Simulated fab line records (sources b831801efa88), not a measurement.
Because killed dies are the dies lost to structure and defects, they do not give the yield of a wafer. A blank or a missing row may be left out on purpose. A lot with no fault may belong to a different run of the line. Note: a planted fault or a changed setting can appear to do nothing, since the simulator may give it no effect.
fab line records | flow sfq-line
record lots=6 wafers=18 last-day=88
route steps=325 shown M3@122 I3@133 M4@148 I4@163 M8@325
lots that met no fault: from a run of the same line without faults
start-h: hours from the record's opening day to when the first of the lot's shown wafers began | wait-h: time in hours since the lot's previous step | " the same as in the row above | L1.1+2: a single row standing in for several wafers | - either no value or no given start | * or withheld: withheld | < > ~ a bound
route shown NAME@n: names a module that has steps shown in the file, with the first one's number in the route | usual: mean/standard deviation of fault-free wafers | same: alike in all rows | chamber/n: place in a boat | sites: the reading at each site | _std_site: standard deviation of those values | _edge_site: inner sites' mean taken away from outer sites' mean | radius-mm: for every site, how far away it sits from the centre of the wafer | mask NAME#n: copy n | behind: tool/chamber where the wafer was last shaped | hold: the reason the lot was held/the length of the hold in hours/how it ended | device: names the non-switching transistor (n, p or np) | end of line: the tests these same wafers got at the end of their route | a step given without rows: its recipe and nothing more | killed: dies that structure and defects cost at the first sort, which is not the same as the wafer's yield | map: per-die view of a wafer (x killed, . not killed, _ where there is no die)
set.NAME: the setting that was run; set.NAME@STEP: the one run at that earlier step | model.NAME: the simulator's own value behind a step, which no gauge read
lots at some steps of the route; a table a step, a row a wafer
services: a tool's chamber out of use, with start hour (start-h, from the record's first day; less than 0 if before it), hours out, and reason
## steps
# step SFQ_TRILAYER_M3_LITHO_COAT_080
# recipe resist=BARC spin-rpm=3000 resist-thk-nm=62
# step SFQ_TRILAYER_M3_LITHO_COAT_075
# recipe resist=KrF spin-rpm=3000 resist-thk-nm=600
# step SFQ_TRILAYER_M3_LITHO_SOFTBAKE_079
# recipe temp-c=withheld time-s=withheld resist=KrF
# step SFQ_TRILAYER_M3_LITHO_EXPOSE_076
# recipe mask-id=M3 na=0.6 source-shape=conventional sigma-outer=0.65 target-cd-nm=500 dose-mj=14.4
# step SFQ_TRILAYER_M3_LITHO_PEB_078
# recipe peb-temp-c=115 peb-time-s=60 resist=KrF
# step SFQ_TRILAYER_M3_LITHO_DEVELOP_077
# recipe time-s=60 resist=KrF
# step SFQ_M3_OVL_MEAS_921
# usual M3_OVL=1/6
# columns lot.wafer tool chamber start-h wait-h M3_OVL[nm]
L101.1 overlay-01 - 919.00 0.1 0
L101.2 " - " " -7
L101.4 " - " " -3
L102.1 overlay-02 - 921.38 0.1 -1
L102.2 " - " " -5
L102.5 " - " " -5
L117.1 overlay-01 - 1227.11 0.1 2
L117.4 " - " " -4
L117.5 " - " " -1
L119.3 overlay-02 - 1251.04 0.1 0
L119.4 " - " " 5
L119.6 " - " " 4
L121.3 overlay-02 - 1258.24 0.1 -4
L121.5 " - " " -8
L121.6 " - " " -1
L122.3 overlay-02 - 1263.04 0.1 9
L122.4 " - " " 3
L122.6 " - " " 1
# step SFQ_TRILAYER_M3_BARC_OPEN_METAL_ETCH_100
# recipe mask-material=PR chemistry=O2 target-depth-nm=125 target=BARC icp-w=600 bias-w=80 pressure-mtorr=10 time-s=41.7
# step SFQ_TRILAYER_M3_ETCH_METAL_ETCH_078
# recipe target=Nb stop-on=SiO2 mask-material=PR chemistry=Cl2/Ar target-depth-nm=240 icp-w=600 bias-w=80 pressure-mtorr=10 time-s=120
# step SFQ_TRILAYER_M3_STRIP_STRIP_079
# recipe gas=O2 power-w=200 platen-temp-c=40 overash-fraction=0.65 chemistry=O2 pressure-mtorr=50
# step SFQ_TRILAYER_M3_STRIP_SOLV_CLEAN_080
# recipe chemistry=NMP temp-c=70 time-s=600
# step SFQ_TRILAYER_I3_DEP_PECVD_081
# recipe material=SiO2 temp-c=150 time-s=111.11 pressure-torr=2.4 rf-w=183.3 precursor=SiH4/N2O target-thk-nm=500
# usual heater-power-w=77/12 throttle-valve-pct=24.6/1.4
# columns lot.wafer tool chamber start-h wait-h heater-power-w since-wet-clean-h throttle-valve-pct
L101.1 pecvd-01 0 920.00 0.0 91 1465 26.1
L101.2 " 1 " " 82 1465 25.3
L101.4 " 2 " " 76 - 25.0
L102.1 pecvd-03 0 922.38 0.0 83 345 23.1
L102.2 " 2 " " 70 345 25.2
L102.5 " 2 " " 73 - 24.8
L117.1 pecvd-02 1 1228.10 0.0 52 1020 27.2
L117.4 " 1 " " 53 - 27.3
L117.5 " 0 " " 83 - 25.0
L119.3 pecvd-02 2 1252.81 0.0 83 1045 24.0
L119.4 " 2 " " 84 - 24.4
L119.6 " 1 " " 56 - 27.3
L121.3 pecvd-01 1 1259.22 0.0 81 312 22.6
L121.5 " 2 " " 62 - 23.1
L121.6 " 0 " " 93 - 23.7
L122.3 pecvd-01 2 1264.02 0.0 69 317 23.3
L122.4 " 2 " " 73 - 23.1
L122.6 " 1 " " 89 - 22.7
# step SFQ_TRILAYER_I3_CMP_CMP_082
# recipe material=SiO2 down-force-psi=3 platen-rpm=60 pad-velocity-m-s=0.94248
# usual motor-current-A=10.1/0.97 time-to-endpoint-s=219/7.9
# columns lot.wafer tool chamber start-h wait-h motor-current-A time-to-endpoint-s model.SiO2_of_TRILAYER_I3_DEP_PECVD_081.thk-nm
L101.2 cmp-02 1 920.67 0.6 10.1 278 302.6
L101.1 " 2 " " 10.7 220 198.8
L101.4 " 0 922.17 2.1 9.6 227 199.4
L102.2 cmp-02 2 924.17 1.8 10.5 277 303.7
L102.1 " 0 925.17 2.8 9.4 221 200.3
L102.5 " 1 " " 10.7 215 200.4
L117.4 cmp-02 2 1266.25 38.1 10.5 221 200.5
L117.1 " 3 " " 9.1 226 200.7
L117.5 " 2 1268.25 40.1 10.7 224 202.4
L119.3 cmp-02 1 1288.62 35.8 9.9 223 200.8
L119.4 " 3 1289.62 36.7 8.7 232 201.8
L119.6 " 0 " " 9.4 234 202.7
L121.3 cmp-02 1 1297.62 38.4 10.4 217 200.5
L121.6 " 0 1299.12 39.8 9.2 219 201.3
L121.5 " 1 " " 10.3 227 200.2
L122.3 cmp-01 2 1300.50 36.4 9.8 217 200.2
L122.4 " 3 " " 10.7 224 199
L122.6 " 2 1302.50 38.4 10.3 226 199.6
# step SFQ_I3_BOW_MEAS_922
# recipe mode=bow
# usual I3_BOW=4/8.2
# columns lot.wafer tool chamber start-h wait-h I3_BOW[um]
L101.1 film-metro-04 - 923.67 2.0 5
L101.2 " - " " 11
L101.4 " - " " 17
L101.1 film-metro-04 - 924.99 1.3 -
L101.2 " - " " -
L101.4 " - " " -
L102.1 film-metro-02 - 926.67 1.0 4
L102.2 " - " " 10
L102.5 " - " " 10
L102.1 film-metro-02 - 927.99 1.3 -
L102.2 " - " " -
L102.5 " - " " -
L117.1 film-metro-02 - 1269.25 2.0 9
L117.4 " - " " -2
L117.5 " - " " 15
L119.3 film-metro-03 - 1291.16 2.0 1
L119.4 " - " " 2
L119.6 " - " " -13
L121.3 film-metro-04 - 1300.16 2.0 -5
L121.5 " - " " 4
L121.6 " - " " 1
L122.3 film-metro-02 - 1303.54 2.5 8
L122.4 " - " " 17
L122.6 " - " " 9
# step SFQ_TRILAYER_I3_METRO_MEASURE_083
# usual thk-nm=200.4/1
# columns lot.wafer tool chamber start-h wait-h thk-nm
L101.1 film-metro-04 - 935.57 10.6 198.9
L101.2 " - " " 302.5
L101.4 " - " " 199.5
L101.1 film-metro-04 - 936.94 1.2 198.7
L101.2 " - " " 302.5
L101.4 " - " " 199.5
L102.1 film-metro-02 - 936.63 8.6 200.4
L102.2 " - " " 303.6
L102.5 " - " " 200.4
L102.1 film-metro-02 - 938.00 1.2 200.6
L102.2 " - " " 303.6
L102.5 " - " " 200.5
L117.1 film-metro-02 - 1269.37 0.1 200.6
L117.4 " - " " 200.6
L117.5 " - " " 202.2
L119.3 film-metro-03 - 1291.64 0.5 200.5
L119.4 " - " " 202.1
L119.6 " - " " 202.5
L121.3 film-metro-04 - 1300.64 0.5 200.4
L121.5 " - " " 200.1
L121.6 " - " " 201.2
L122.3 film-metro-02 - 1304.02 0.5 200.2
L122.4 " - " " 199.2
L122.6 " - " " 199.5
# step SFQ_TRILAYER_I3_VIA_LITHO_COAT_090
# recipe resist=BARC spin-rpm=3000 resist-thk-nm=62
# step SFQ_TRILAYER_I3_VIA_LITHO_COAT_085
# recipe resist=KrF spin-rpm=3000 resist-thk-nm=650
# step SFQ_TRILAYER_I3_VIA_LITHO_SOFTBAKE_089
# recipe temp-c=withheld time-s=withheld resist=KrF
# step SFQ_TRILAYER_I3_VIA_LITHO_EXPOSE_086
# recipe mask-id=I3 na=0.6 source-shape=conventional sigma-outer=0.65 target-cd-nm=500 dose-mj=21.3
# step SFQ_TRILAYER_I3_VIA_LITHO_PEB_088
# recipe peb-temp-c=115 peb-time-s=60 resist=KrF
# step SFQ_TRILAYER_I3_VIA_LITHO_DEVELOP_087
# recipe time-s=60 resist=KrF
# step SFQ_I3_OVL_MEAS_923
# usual I3_OVL=-1/4.8
# columns lot.wafer tool chamber start-h wait-h I3_OVL[nm]
L101.1 overlay-01 - 1073.23 0.1 0
L101.2 " - " " -7
L101.4 " - " " -3
L102.1 overlay-02 - 1074.43 0.1 -3
L102.2 " - " " -1
L102.5 " - " " -7
L117.1 overlay-02 - 1348.83 0.1 -2
L117.4 " - " " 1
L117.5 " - " " 8
L119.3 overlay-02 - 1388.44 0.1 -4
L119.4 " - " " -11
L119.6 " - " " -10
L121.3 overlay-01 - 1401.64 0.1 -8
L121.5 " - " " -2
L121.6 " - " " -4
L122.3 overlay-01 - 1407.64 0.1 -2
L122.4 " - " " 1
L122.6 " - " " -4
# step SFQ_TRILAYER_I3_VIA_BARC_OPEN_VIA_ETCH_121
# recipe mask-material=PR chemistry=O2 target-depth-nm=125 target=BARC source-w=500 bias-w=80 pressure-mtorr=30 time-s=41.7
# step SFQ_TRILAYER_I3_VIA_ETCH_VIA_ETCH_088
# recipe target=SiO2 stop-on=Nb mask-material=PR taper-deg=20 chemistry=CHF3 target-depth-nm=260 source-w=500 bias-w=80 pressure-mtorr=30 time-s=withheld
# usual drypump-motor-current-A=5.9/0.67 oes-product-au=0.855/0.0045
# columns lot.wafer tool chamber start-h wait-h drypump-motor-current-A oes-product-au model.etch.depth-nm model.I3.feature-depth-nm
L101.1 rie-diel-01 0 1073.31 0.0 5.3 0.851 198.8 198.8
L101.2 " 2 " " 6.7 1.012 263.3 263.3
L101.4 " 1 " " 4.8 0.854 199.4 199.4
L102.1 rie-diel-04 2 1074.51 0.0 5.5 0.858 200.3 200.3
L102.2 " 1 " " 5.3 1.003 258.1 258.1
L102.5 " 3 " " 6.6 0.855 200.4 200.4
L117.1 rie-diel-01 2 1348.90 0.0 6.7 0.860 200.7 200.7
L117.4 " 3 " " 6.8 0.857 200.5 200.5
L117.5 " 0 " " 5.3 0.854 202.4 202.4
L119.3 rie-diel-03 1 1388.50 0.0 6.5 0.857 200.8 200.8
L119.4 " 0 " " 6.3 0.857 201.8 201.8
L119.6 " 1 " " 6.6 0.859 202.7 202.7
L121.3 rie-diel-01 0 1401.70 0.0 5.3 0.851 200.5 200.5
L121.5 " 1 " " 4.8 0.851 200.2 200.2
L121.6 " 0 " " 5.3 0.857 201.3 201.3
L122.3 rie-diel-04 0 1407.70 0.0 5.4 0.849 200.2 200.2
L122.4 " 1 " " 5.3 0.846 199 199
L122.6 " 1 " " 5.3 0.854 199.6 199.6
# step SFQ_TRILAYER_I3_VIA_STRIP_STRIP_089
# recipe gas=O2 power-w=200 platen-temp-c=40 overash-fraction=0.65 chemistry=O2 pressure-mtorr=50
# step SFQ_TRILAYER_I3_VIA_STRIP_SOLV_CLEAN_090
# recipe chemistry=NMP temp-c=70 time-s=600
# step SFQ_TRILAYER_M4_DEP_PRE_CLEAN_092
# recipe gas=Ar time-s=22.5 bias-v=250
# columns lot.wafer tool chamber start-h wait-h model.SiO2_of_TRILAYER_I3_DEP_PECVD_081.thk-nm
L101.1 pvd-sputter-06 - 1074.20 0.0 191.3
L101.2 " - " " 295.1
L101.4 " - " " 191.9
L102.1 pvd-sputter-05 - 1075.60 0.0 192.8
L102.2 " - " " 296.2
L102.5 " - " " 192.9
L117.1 pvd-sputter-05 - 1349.79 0.0 193.2
L117.4 " - " " 193
L117.5 " - " " 194.9
L119.3 pvd-sputter-05 - 1389.39 0.0 193.3
L119.4 " - " " 194.3
L119.6 " - " " 195.2
L121.3 pvd-sputter-06 - 1402.61 0.0 193
L121.5 " - " " 192.7
L121.6 " - " " 193.8
L122.3 pvd-sputter-04 - 1409.19 0.0 192.7
L122.4 " - " " 191.5
L122.6 " - " " 192.1
# step SFQ_TRILAYER_M4_DEP_SPUTTER_091
# recipe material=Nb base-pressure-pa=1.33e-06 chamber-pressure-pa=0.1333 substrate-temp-c=20 resputter-cathode-voltage-v=400 target-thk-nm=200 power-w=2000 time-s=133.3
# usual throttle-valve-pct=29.9/0.98
# columns lot.wafer tool chamber start-h wait-h throttle-valve-pct
L101.1 pvd-sputter-06 - 1074.23 0.0 30.4
L101.2 " - " " 30.3
L101.4 " - " " 31.2
L102.1 pvd-sputter-05 - 1075.63 0.0 29.9
L102.2 " - " " 30.6
L102.5 " - " " 28.6
L117.1 pvd-sputter-05 - 1349.82 0.0 30.5
L117.4 " - " " 29.2
L117.5 " - " " 30.3
L119.3 pvd-sputter-05 - 1389.42 0.0 28.6
L119.4 " - " " 30.6
L119.6 " - " " 28.5
L121.3 pvd-sputter-06 - 1402.63 0.0 31.2
L121.5 " - " " 30.4
L121.6 " - " " 31.4
L122.3 pvd-sputter-04 - 1409.22 0.0 29.5
L122.4 " - " " 30.8
L122.6 " - " " 31.2
# step SFQ_M4_RS_MEAS_924
# recipe thk-meas-gauge=four-point-probe reads=Nb_of_TRILAYER_M4_DEP_SPUTTER_091
# usual M4_NB_RS=0.893/0.0084
# columns lot.wafer tool chamber start-h wait-h M4_NB_RS[ohm/sq]
L101.1 film-metro-01 - 1074.32 0.0 0.895
L101.2 " - " " 0.902
L101.4 " - " " 0.897
L102.1 film-metro-03 - 1075.72 0.0 0.883
L102.2 " - " " 0.890
L102.5 " - " " 0.880
L117.1 film-metro-04 - 1349.91 0.0 0.885
L117.4 " - " " 0.889
L117.5 " - " " 0.892
L119.3 film-metro-01 - 1389.55 0.1 0.887
L119.4 " - " " 0.896
L119.6 " - " " 0.884
L121.3 film-metro-03 - 1402.77 0.1 0.887
L121.5 " - " " 0.880
L121.6 " - " " 0.883
L122.3 film-metro-04 - 1409.35 0.1 0.905
L122.4 " - " " 0.896
L122.6 " - " " 0.899
# step SFQ_TRILAYER_M4_LITHO_COAT_098
# recipe resist=BARC spin-rpm=3000 resist-thk-nm=62
# step SFQ_TRILAYER_M4_LITHO_COAT_093
# recipe resist=KrF spin-rpm=3000 resist-thk-nm=600
# step SFQ_TRILAYER_M4_LITHO_SOFTBAKE_097
# recipe temp-c=withheld time-s=withheld resist=KrF
# step SFQ_TRILAYER_M4_LITHO_EXPOSE_094
# recipe mask-id=M4 na=0.6 source-shape=conventional sigma-outer=0.65 target-cd-nm=500 dose-mj=14.4
# step SFQ_TRILAYER_M4_LITHO_PEB_096
# recipe peb-temp-c=115 peb-time-s=60 resist=KrF
# step SFQ_TRILAYER_M4_LITHO_DEVELOP_095
# recipe time-s=60 resist=KrF
# step SFQ_M4_OVL_MEAS_926
# usual M4_OVL=-3/5.3
# columns lot.wafer tool chamber start-h wait-h M4_OVL[nm]
L101.1 overlay-02 - 1165.43 0.1 -3
L101.2 " - " " -1
L101.4 " - " " -2
L102.1 overlay-02 - 1167.83 0.1 -8
L102.2 " - " " -5
L102.5 " - " " -10
L117.1 overlay-02 - 1352.34 0.1 -7
L117.4 " - " " -10
L117.5 " - " " -7
L119.3 overlay-01 - 1392.90 0.1 -11
L119.4 " - " " -14
L119.6 " - " " -4
L121.3 overlay-02 - 1408.60 0.1 1
L121.5 " - " " -7
L121.6 " - " " 0
L122.3 overlay-01 - 1519.13 0.1 2
L122.4 " - " " -3
L122.6 " - " " -5
# step SFQ_TRILAYER_M4_BARC_OPEN_METAL_ETCH_123
# recipe mask-material=PR chemistry=O2 target-depth-nm=125 target=BARC icp-w=600 bias-w=80 pressure-mtorr=10 time-s=41.7
# usual drypump-motor-current-A=5.67/0.17 oes-product-au=0.685/0.0047
# columns lot.wafer tool chamber start-h wait-h drypump-motor-current-A oes-product-au rf-hours-counter-h
L101.1 rie-metal-01 1 1165.47 0.0 5.60 0.684 40
L101.2 " 0 " " 5.59 0.684 96
L101.4 " 0 " " 5.58 0.684 -
L102.1 rie-metal-01 0 1167.87 0.0 5.58 0.679 96
L102.2 " 1 " " 5.59 0.687 41
L102.5 " 0 " " 5.58 0.687 -
L117.1 rie-metal-01 0 1352.38 0.0 5.58 0.689 128
L117.4 " 0 " " 5.59 0.681 -
L117.5 " 0 " " 5.58 0.688 -
L119.3 rie-metal-02 0 1392.95 0.0 5.70 0.680 -
L119.4 " 1 " " 5.36 0.693 -
L119.6 " 1 " " 5.37 0.681 -
L121.3 rie-metal-04 0 1408.65 0.0 5.80 0.676 -
L121.5 " 0 " " 5.78 0.688 -
L121.6 " 1 " " 5.92 0.692 -
L122.3 rie-metal-01 1 1519.17 0.0 5.62 0.674 -
L122.4 " 0 " " 5.59 0.680 -
L122.6 " 0 " " 5.57 0.680 -
# step SFQ_TRILAYER_M4_ETCH_METAL_ETCH_096
# recipe target=Nb stop-on=SiO2 mask-material=PR chemistry=Cl2/Ar target-depth-nm=240 icp-w=600 bias-w=80 pressure-mtorr=10 time-s=120
# usual drypump-motor-current-A=5.67/0.17 oes-product-au=0.892/0.007
# columns lot.wafer tool chamber start-h wait-h drypump-motor-current-A oes-product-au rf-hours-counter-h
L101.1 rie-metal-01 1 1165.53 0.0 5.60 0.888 40
L101.2 " 0 " " 5.57 0.883 96
L101.4 " 0 " " 5.57 0.899 -
L102.1 rie-metal-01 0 1167.93 0.0 5.59 0.898 96
L102.2 " 1 " " 5.62 0.897 41
L102.5 " 0 " " 5.59 0.901 -
L117.1 rie-metal-01 0 1352.43 0.0 5.60 0.894 128
L117.4 " 0 " " 5.58 0.882 -
L117.5 " 0 " " 5.59 0.890 -
L119.3 rie-metal-02 0 1393.03 0.1 5.72 0.902 -
L119.4 " 1 " " 5.38 0.890 -
L119.6 " 1 " " 5.38 0.901 -
L121.3 rie-metal-04 0 1408.73 0.1 5.79 0.893 -
L121.5 " 0 " " 5.81 0.896 -
L121.6 " 1 " " 5.94 0.896 -
L122.3 rie-metal-01 1 1519.25 0.1 5.62 0.890 -
L122.4 " 0 " " 5.58 0.893 -
L122.6 " 0 " " 5.60 0.881 -
# step SFQ_TRILAYER_M4_STRIP_STRIP_097
# recipe gas=O2 power-w=200 platen-temp-c=40 overash-fraction=0.65 chemistry=O2 pressure-mtorr=50
# usual drypump-motor-current-A=5.67/0.17 oes-product-au=1.001/0.007 platen-temp-c=39.98/0.11
# columns lot.wafer tool chamber start-h wait-h drypump-motor-current-A oes-product-au platen-temp-c rf-hours-counter-h
L101.1 rie-metal-01 1 1165.65 0.1 5.61 1.003 40.09 40
L101.2 " 0 " " 5.58 1.012 40.07 96
L101.4 " 0 " " 5.57 1.007 40.02 -
L102.1 rie-metal-01 0 1168.05 0.1 5.58 1.008 39.89 96
L102.2 " 1 " " 5.61 1.000 39.87 41
L102.5 " 0 " " 5.58 1.006 39.78 -
L117.1 rie-metal-01 0 1352.56 0.1 5.59 1.005 39.99 128
L117.4 " 0 " " 5.59 1.014 40.15 -
L117.5 " 0 " " 5.60 1.015 40.00 -
L119.3 rie-metal-02 0 1393.31 0.2 5.73 1.003 39.89 -
L119.4 " 1 " " 5.39 1.013 40.16 -
L119.6 " 1 " " 5.41 1.017 39.91 -
L121.3 rie-metal-04 0 1409.01 0.2 5.78 0.991 40.09 -
L121.5 " 0 " " 5.77 0.990 39.94 -
L121.6 " 1 " " 5.91 0.997 39.88 -
L122.3 rie-metal-01 1 1519.54 0.2 5.62 1.003 39.94 -
L122.4 " 0 " " 5.59 1.000 39.90 -
L122.6 " 0 " " 5.60 0.993 39.78 -
# step SFQ_TRILAYER_M4_STRIP_SOLV_CLEAN_098
# recipe chemistry=NMP temp-c=70 time-s=600
# step SFQ_TRILAYER_I4_DEP_PECVD_099
# recipe material=SiO2 temp-c=150 time-s=111.11 pressure-torr=2.4 rf-w=183.3 precursor=SiH4/N2O target-thk-nm=500
# step SFQ_M8_BOW_MEAS_951
# recipe mode=bow
# usual M8_BOW=9/7.9
# columns lot.wafer tool chamber start-h wait-h M8_BOW[um] model.etest.i3.link-ohm
L101.1 film-metro-02 - 2006.24 0.0 4 1.983
L101.2 " - " " 9 1e+06
L101.4 " - " " 16 1.981
L102.1 film-metro-04 - 2009.51 0.0 2 1.958
L102.2 " - " " 9 1e+06
L102.5 " - " " 8 1.96
L117.1 film-metro-01 - 2064.32 0.0 15 1.961
L117.4 " - " " 4 1.968
L117.5 " - " " 21 1.983
L119.3 film-metro-04 - 2077.88 0.0 17 1.973
L119.4 " - " " 20 1.977
L119.6 " - " " 4 1.955
L121.3 film-metro-02 - 2095.16 0.0 1 1.96
L121.5 " - " " 11 1.946
L121.6 " - " " 8 1.958
L122.3 film-metro-02 - 2114.95 0.0 10 1.988
L122.4 " - " " 17 1.976
L122.6 " - " " 10 1.957
## services
# columns tool chamber start-h hours kind
cmp-02 - 908.17 0.7 repair
cmp-02 - 1021.76 1.0 repair
cmp-02 - 1030.81 1.3 repair
rie-metal-01 - 1049.94 0.4 repair
cmp-02 - 1057.21 5.3 repair
cmp-02 - 1089.42 4.0 pm
pvd-sputter-05 - 1118.36 0.9 repair
cmp-02 - 1118.78 0.8 repair
cmp-02 - 1151.04 1.0 repair
rie-metal-01 0 1168.97 6.5 repair
cmp-02 - 1173.04 5.4 pm
pvd-sputter-05 - 1214.02 5.2 repair
cmp-02 - 1223.54 28.7 repair
rie-metal-01 1 1244.02 14.1 repair
cmp-02 - 1255.28 5.0 pm
pvd-sputter-05 - 1257.96 4.9 repair
cmp-02 - 1273.92 2.2 repair
pvd-sputter-05 - 1298.58 2.7 repair
cmp-02 - 1330.21 1.0 repair
rie-metal-01 - 1348.45 2.8 pm
pvd-sputter-05 - 1351.88 25.4 repair
cmp-02 - 1369.30 1.6 repair
rie-metal-01 - 1396.64 14.6 pm
pvd-sputter-05 - 1458.54 10.3 repair
## key
first-sign step=SFQ_TRILAYER_I3_CMP_CMP_082 reading=time-to-endpoint-s direction=up sigmas=7.4 usual=* struck=*
effect step=SFQ_I3_BOW_MEAS_922 reading=visit direction=added
effect step=SFQ_TRILAYER_I3_METRO_MEASURE_083 reading=visit direction=added
effect step=SFQ_TRILAYER_I3_METRO_MEASURE_083 reading=thk-nm direction=up sigmas=99+ usual=200.4 struck=303.0
effect step=SFQ_TRILAYER_I3_VIA_ETCH_VIA_ETCH_088 reading=oes-product-au direction=up sigmas=34 usual=0.855 struck=1.008
model-effect step=SFQ_TRILAYER_I3_CMP_CMP_082 value=SiO2_of_TRILAYER_I3_DEP_PECVD_081.thk-nm without=198.9 struck=303.1
model-effect step=SFQ_TRILAYER_I3_VIA_ETCH_VIA_ETCH_088 value=etch.depth-nm without=198.9 struck=260.7
model-effect step=SFQ_TRILAYER_M4_DEP_PRE_CLEAN_092 value=SiO2_of_TRILAYER_I3_DEP_PECVD_081.thk-nm without=191.4 struck=295.6
model-effect step=SFQ_M8_BOW_MEAS_951 value=etest.i3.link-ohm without=1.968 struck=1e+06
met-at SFQ_TRILAYER_I3_CMP_CMP_082
struck-wafers L101.2,L102.2
fault kind=process-parameter-drift tool=cmp-02 chamber=- onset-h=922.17 steps=SFQ_TRILAYER_I3_CMP_CMP_082 channel=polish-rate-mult offset=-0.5 shape=step end-h=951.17 scope=struck-wafers-only
